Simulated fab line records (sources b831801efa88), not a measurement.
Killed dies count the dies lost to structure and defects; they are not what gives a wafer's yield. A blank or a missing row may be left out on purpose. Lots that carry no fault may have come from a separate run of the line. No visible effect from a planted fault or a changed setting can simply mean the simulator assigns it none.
Problem report in the 8D (eight disciplines) form, filled by code	flow gf180mcu	the parts of the form that need people (team, actions taken, sign-off) are left out

## 1. PROBLEM STATEMENT
Mean LVPWELL_TW at GF_LVPWELL_TW_MEAS_11: 590 over 6 wafers in 2 lots; fault-free wafers: 559, standard deviation 5.3. That puts it +5.8 standard deviations away from the usual mean.
Seen first at day 7 05:05 on filmMetro-04, wafer L954.1. The record holds 39 wafers of 13 lots with a number at this step. Rule for "out" (also "out of limits"): further than 4 standard deviations from the usual mean. The rest of the wafers with a number are treated as sound.

## 2. WHAT IT IS, AND WHAT IT ISN'T
question	is	is not
which readings at this step	LVPWELL_TW	-
which lots	L954, L956	L941, L942, L943, L945, L947, L948, L949, L950, L951, L952, L963
which wafers of those lots	all that have a number	-
read on which gauges	filmMetro-03, filmMetro-04	filmMetro-01
when	from day 7 05:05	up to then (30 sound wafers); but 3 sound wafers of L963 came after

## 3. SUSPECTS, AND WHAT RULES EACH OUT
Counting: any tool at a process step up to the reading is kept as a suspect provided that every lot that is out went through it and no sound lot did after the first of them.
- ruled out: the gauge at GF_LVPWELL_TW_MEAS_11. The wafers that are out were read on 2 gauges (filmMetro-03, filmMetro-04).
- cmp-01 at GF_STI_CMP_25 (polishes, stops on Si3N4, t overpolish 33 s, target thk 524.6 nm): ruled out as a lasting fault. The sound lots L963 went through it after L954, its earliest lot that is out (day 5 04:07).
- implanter-02 at GF_LVPWELL_IMPLANT_09: kept. It processed each lot that is out, first L954 at day 7 04:50, and no sound lot thereafter; up to then, the last sound lot it processed was L952 at day 6 17:04. Its own doseIonsCm2, faradayCurrentUA readings are out on those wafers.
Remaining after the count: implanter-02 at GF_LVPWELL_IMPLANT_09.

## 4. THE CAUSE (what the simulator had put in)
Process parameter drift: implanter-02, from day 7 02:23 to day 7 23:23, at GF_LVPWELL_IMPLANT_09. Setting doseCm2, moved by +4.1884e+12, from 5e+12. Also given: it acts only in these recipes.
The count eliminated every tool but this one.

## 5. SEQUENCE OF EFFECTS, ordered by route
One row per reading whose mean, taken over the struck wafers that have a number, lies over 3 standard deviations from the usual. Scope: only readings with a usual standard deviation given in the record; hours: median across lots of the time from each lot's start at the first step in this table that gives one to its start at this step; sigmas: change in usual standard deviations.
hours	step	reading	usual	on struck wafers	change	sigmas
0	GF_LVPWELL_IMPLANT_09	doseIonsCm2	5e+12	9e+12	+4e+12	+99 or more
0	GF_LVPWELL_IMPLANT_09	faradayCurrentUA	28.2	51.5	+23.3	+39
0	GF_LVPWELL_TW_MEAS_11	LVPWELL_TW	559	590	+31	+5.8
105	GF_VT_IMPLANT_RS_MEAS_48	LVPWELL_RS	1197 ohm/sq	1056	-141	-45
Here are the process steps it includes:
- GF_LVPWELL_IMPLANT_09
Later measuring or inspecting steps at which every struck wafer that the step has a row for has a number for every such reading, and none has moved that far: GF_POLY_GATE_OVL_MEAS_11, GF_HV_LDD_CD_MEAS_46.

## 6. HOW IT WOULD HAVE BEEN CAUGHT EARLIER
In this record the first reading out of limits at a measuring or inspecting step was taken at day 7 05:05, 3 hours after the fault began at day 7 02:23.
Tool's own readings at GF_LVPWELL_IMPLANT_09, doseIonsCm2, faradayCurrentUA: out on all struck wafers the step has rows for; an alarm limit on them would have tripped on the first.
L956, from the lots that are out (2), started GF_LVPWELL_IMPLANT_09 on implanter-02 later than day 7 05:05. Putting the tool on hold at that point would have spared it.
